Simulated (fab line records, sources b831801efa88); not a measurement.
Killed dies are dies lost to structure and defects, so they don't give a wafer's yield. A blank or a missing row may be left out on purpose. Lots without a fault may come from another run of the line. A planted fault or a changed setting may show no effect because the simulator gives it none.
Chamber matching | flow sfq_line | SFQ_TRILAYER_L0_CAP_PECVD_011 on pecvd-02: 3 sister chambers
The step deposits SiO2 from SiH4/N2O, time 13.333 s, target thk 60 nm. 3 wafers are shown with their chamber, then 7 later ones without.

WAFERS WITH THEIR CHAMBER
wafer  | chamber | throttle_valve_pct (%)
L176.4 | 1       | 25.4
L177.1 | 2       | 23.5
L177.4 | 0       | 24.0

WAFERS WITHOUT THEIR CHAMBER
wafer  | throttle_valve_pct (%)
L177.5 | 25.3
L180.2 | 25.4
L180.4 | 25.5
L180.5 | 24.0
L181.2 | 24.1
L181.4 | 24.1
L181.5 | 25.5

WHICH CHAMBER EACH WENT THROUGH
wafer  | from the rows above | in truth
L177.5 | 1                   | 1
L180.2 | 1                   | 1
L180.4 | 1                   | 1
L180.5 | 0                   | 0
L181.2 | 0                   | 0
L181.4 | 0                   | 0
L181.5 | 1                   | 1
Placed correctly: 7 of 7. Can't be placed from these rows: 0. Placed wrongly: 0.
How it was worked out, from the rows above alone: a wafer's distance from a chamber is the root of the sum, over the readings, of the square of ((its reading less the chamber's mean) divided by the reading's scatter). The wafer belongs to the nearest chamber; if the next one is less than 2 further off, it can't be placed. A chamber's mean is the mean of its shown wafers. The scatter: with one shown wafer a chamber, the root of the mean of the squares of how far each hidden wafer lies from its nearest shown one.
